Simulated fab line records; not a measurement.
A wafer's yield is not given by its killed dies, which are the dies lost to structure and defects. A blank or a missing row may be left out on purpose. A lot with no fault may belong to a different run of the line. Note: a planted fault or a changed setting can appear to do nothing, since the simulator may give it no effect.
A lot that was struck, set against a sound lot ; flow sky130 ; 15 out of 708 route steps
Sound: the wafers L209.4, L209.5, L209.6. Wafers L206.1, L206.2, L206.6 were the ones struck. Last of all comes the cause.
At each step with rows: each side's tool, then ch and its chambers, then its first start. Under that, the readings that differ: sound wafers ; struck wafers ; difference of the means ; sigmas: that difference in standard deviations of wafers without a fault.
alike: same words and numbers on both sides, and readings whose means sit less than 2 such deviations apart. not compared: any withheld reading, any reading some wafer has no value for, any bound like >300 that may hide the same value, and any number with overlapping values for which the record gives no deviation.
A row with sigmas, a row that says differs or no value, or rows on one side alone: a step with any of these is where the two part. Non-overlapping numbers with no deviation appear without sigmas and do not part them. A reading missing from all wafers of one side parts the sides only when that side holds two or more wafers.

first, 1 step without rows for these wafers: SKY_VT_ADJUST_NCORE_IMPLANT_09.
SKY_VT_ADJUST_NCORE_STRIP_10: strips in O2/N2.
  sound on plasma asher-01 ch 0,1, day 14 23:52; struck on plasma asher-03 ch 0,1, day 14 06:28
  alike: drypump motor current A, oes product au, strip time to endpoint s
  not compared: rf hours counter h
SKY_VT_ADJUST_NCORE_TW_MEAS_11:
  sound on film metro-03, day 14 23:58; struck on film metro-03, day 14 06:34
  alike: VT_ADJUST_NCORE_TW
then, 7 steps without rows for these wafers: SKY_VT_ADJUST_HVTR_DEHYDRATE_00 (time 60 s); SKY_VT_ADJUST_HVTR_HMDS_01 (prime time 60 s); SKY_VT_ADJUST_HVTR_COAT_02 (resist thk 1140 nm); SKY_VT_ADJUST_HVTR_SOFTBAKE_03 (time 60 s); SKY_VT_ADJUST_HVTR_EXPOSE_04 (exposes mask HVTRM, target cd 380 nm); SKY_VT_ADJUST_HVTR_PEB_05; SKY_VT_ADJUST_HVTR_DEVELOP_06 (develop time 57.6 s).
SKY_VT_ADJUST_HVTR_CD_MEAS_07 targets a cd of 380 nm.
  sound on cd sem-02, day 16 03:44; struck on cd sem-02, day 15 08:35
  alike: cd nm
SKY_VT_ADJUST_HVTR_OVL_MEAS_08:
  sound on overlay-01, day 16 03:49; struck on overlay-02, day 15 08:42
  alike: VT_ADJUST_HVTR_OVL
SKY_VT_ADJUST_HVTR_IMPLANT_09:
  sound on implanter-03 ch 0, day 16 03:54; struck on implanter-03, day 15 08:44
  no value came back on the struck wafers for beam energy keV, beam on s (s), faraday current uA; on the sound wafers beam energy keV reads 9.9996 9.9979 10.001
SKY_VT_ADJUST_HVTR_STRIP_10: strips in O2/N2.
  sound on plasma asher-02 ch 0,1, day 16 04:01; struck on plasma asher-04 ch 0,1, day 15 08:53
reading;sound;struck;difference;sigmas
drypump motor current A (A);5.55 5.55 5.95;6.28 6.00 6.25;+0.49;+2
  alike: oes product au, strip time to endpoint s
  not compared: rf hours counter h
SKY_VT_ADJUST_HVTR_TW_MEAS_11:
  sound on film metro-03, day 16 04:06; struck on film metro-02, day 15 08:59
reading;sound;struck;difference;sigmas
VT_ADJUST_HVTR_TW;208 209 209;31 31 31;-178;-42

WHERE THEY PART
First at SKY_VT_ADJUST_HVTR_IMPLANT_09; last, within this record, at SKY_VT_ADJUST_HVTR_TW_MEAS_11.

WHY: whatever the simulator had introduced
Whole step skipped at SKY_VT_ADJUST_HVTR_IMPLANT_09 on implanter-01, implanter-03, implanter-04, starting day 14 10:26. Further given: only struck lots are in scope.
